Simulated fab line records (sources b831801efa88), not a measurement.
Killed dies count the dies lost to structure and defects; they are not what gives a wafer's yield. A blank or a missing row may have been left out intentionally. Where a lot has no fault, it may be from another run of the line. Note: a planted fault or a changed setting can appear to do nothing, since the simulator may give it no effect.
A lot that was struck, set against a sound lot | flow sky130 | 32 out of 708 route steps
Sound: the wafers L753.3, L753.4, L753.6. Struck: wafers L773.1, L773.4. (L773.6 of the same lot was not struck and is left out.) The cause comes at the end.
Order at every step that has rows: each side's tool, ch and its chambers, its first start. Under that, the readings that differ: sound wafers | struck wafers | difference of the means | sigmas: that difference in standard deviations of wafers without a fault.
alike: words and numbers the same on both sides, and readings whose means are apart by under 2 such deviations; not compared: readings that were withheld, readings missing a value for some wafer, numbers with overlapping values and no deviation given by the record, and bounds like >300 which may hide the same value.
Wherever a step has rows on one side only, a row that says differs or no value, or a row with sigmas, the two part there. Numbers that have no deviation but don't overlap get no sigmas and don't part them. A reading missing from all wafers of one side parts the sides only when that side holds two or more wafers.

first, 4 steps without rows for these wafers: SKY_LOCAL_INTERCONNECT_SOFTBAKE_07 (time 90 s); SKY_LOCAL_INTERCONNECT_EXPOSE_08 (exposes mask LI1M, target cd 170 nm); SKY_LOCAL_INTERCONNECT_PEB_09; SKY_LOCAL_INTERCONNECT_DEVELOP_10 (develop time 60 s).
SKY_LOCAL_INTERCONNECT_CD_MEAS_11: the cd target is 170 nm.
  struck on cd-sem-02, day 36 21:02; sound on cd-sem-01, day 30 04:50
  alike: cd-nm
SKY_LOCAL_INTERCONNECT_OVL_MEAS_12:
  struck on overlay-01, day 36 21:09; sound on overlay-02, day 30 04:55
  alike: LOCAL_INTERCONNECT_OVL
SKY_LOCAL_INTERCONNECT_ETCH_13: etches BARC in N2/H2, stops on SiO2, time 45.9 s, target depth 60 nm.
  sound on rie-metal-03 ch 0,1, day 30 04:58; struck on rie-metal-04 ch 0, day 36 21:11
  alike: drypump-motor-current-A, h2-flow-sccm, oes-product-au, throttle-valve-pct
  not compared: rf-hours-counter-h
SKY_LOCAL_INTERCONNECT_METAL_ETCH_14: etches TiN in Cl2/BCl3, stops on PSG, target depth 110 nm, time 31.4 s.
  sound on rie-metal-03 ch 0,1, day 30 05:01; struck on rie-metal-04 ch 0, day 36 21:15
  alike: drypump-motor-current-A, oes-product-au, throttle-valve-pct
  not compared: rf-hours-counter-h
SKY_LOCAL_INTERCONNECT_STRIP_15: strips in O2/N2.
  sound on plasma-asher-04 ch 0,1, day 30 05:05; struck on plasma-asher-01 ch 0, day 36 21:18
  alike: drypump-motor-current-A, oes-product-au, strip-time-to-endpoint-s
  not compared: rf-hours-counter-h
then, 3 steps without rows for these wafers: SKY_LOCAL_INTERCONNECT_STRIP_16 (strips in post etch residue remover, time 1200 s); SKY_LOCAL_INTERCONNECT_CLEAN_17 (cleans in IPA, time 180 s); SKY_LOCAL_INTERCONNECT_CLEAN_18 (cleans in O3/DIW).
SKY_CONTACT_CVD_00: deposits Si3N4, target thk 75 nm.
  sound on pecvd-03 ch 1,2, day 30 05:39; struck on pecvd-03 ch 0, day 36 21:54
  reading                                   | sound            | struck      | difference | sigmas
  heater-power-w (W)                        | 751 736 806      | 577 576     | -188       | -2
  model.Si3N4_of_CONTACT_CVD_00.thk-nm (nm) | 72.9 74.37 74.74 | 65.96 66.55 | -7.75      |
SKY_CONTACT_THK_MEAS_01:
  struck on film-metro-03, day 36 21:56; sound on film-metro-01, day 30 05:42
  reading                 | sound          | struck    | difference | sigmas
  CONTACT_CVD_00_THK (nm) | 72.9 74.4 74.8 | 66.0 66.5 | -7.8       | -8
then, 1 step without rows for these wafers: SKY_CONTACT_HDPCVD_02 (deposits SiO2, target thk 565 nm, time 94.2 s).
SKY_CONTACT_THK_MEAS_03:
  struck on film-metro-01, day 36 22:04; sound on film-metro-02, day 30 05:50
  alike: CONTACT_HDPCVD_THK
SKY_CONTACT_CMP_04: polishes SiO2.
  sound on cmp-01 ch 0,1,2, day 30 05:55; struck on cmp-02 ch 0,1, day 36 22:10
  alike: motor-current-A
SKY_CONTACT_BOW_MEAS_05:
  struck on film-metro-02, day 36 22:25; sound on film-metro-03, day 30 06:13
  alike: CONTACT_BOW
then, 8 steps without rows for these wafers: SKY_CONTACT_DEHYDRATE_06 (time 60 s); SKY_CONTACT_HMDS_07 (prime time 60 s); SKY_CONTACT_COAT_08 (resist thk 60 nm); SKY_CONTACT_COAT_09 (resist thk 450 nm); SKY_CONTACT_SOFTBAKE_10 (time 90 s); SKY_CONTACT_EXPOSE_11 (exposes mask CTM1, target cd 170 nm); SKY_CONTACT_PEB_12; SKY_CONTACT_DEVELOP_13 (develop time 60 s).
SKY_CONTACT_CD_MEAS_14: the cd target is 170 nm.
  struck on cd-sem-01, day 38 00:28; sound on cd-sem-02, day 31 10:53
  alike: cd-nm
SKY_CONTACT_OVL_MEAS_15:
  struck on overlay-02, day 38 00:35; sound on overlay-02, day 31 10:59
  alike: CONTACT_OVL
then, 2 steps without rows for these wafers: SKY_CONTACT_ETCH_16 (etches BARC in N2/H2, stops on SiO2, time 45.9 s, target depth 60 nm); SKY_CONTACT_ETCH_17 (etches SiO2 in C4F8/O2/Ar, stops on Si3N4, target depth 340 nm).
SKY_CONTACT_ETCH_18: etches Si3N4 in CHF3/O2, stops on TiN, time 39 s, target depth 75 nm.
  sound: rie-diel-02 ch 0,1,2; struck: rie-diel-02 ch 0,3
  reading                  | sound             | struck      | difference | sigmas
  oes-product-au (a.u.)    | 0.842 0.862 0.848 | 0.798 0.797 | -0.053     | -7
  model.etch.depth-nm (nm) | 72.9 74.37 74.74  | 65.96 66.55 | -7.75      |
  alike: drypump-motor-current-A, throttle-valve-pct
  not compared: rf-hours-counter-h
SKY_CONTACT_STRIP_19: strips in O2/N2.
  sound on plasma-asher-03 ch 0,1, day 31 11:10; struck on plasma-asher-03 ch 0,1, day 38 00:45
  alike: drypump-motor-current-A, oes-product-au, strip-time-to-endpoint-s
  not compared: rf-hours-counter-h

WHERE THEY PART
Last at SKY_CONTACT_ETCH_18 as far as this record goes, first at SKY_CONTACT_CVD_00. Later steps at which nothing parts them and some readings are alike: SKY_CONTACT_STRIP_19.

WHY: the cause the simulator had injected
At SKY_CONTACT_CVD_00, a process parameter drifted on pecvd-03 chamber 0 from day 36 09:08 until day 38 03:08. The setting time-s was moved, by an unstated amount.
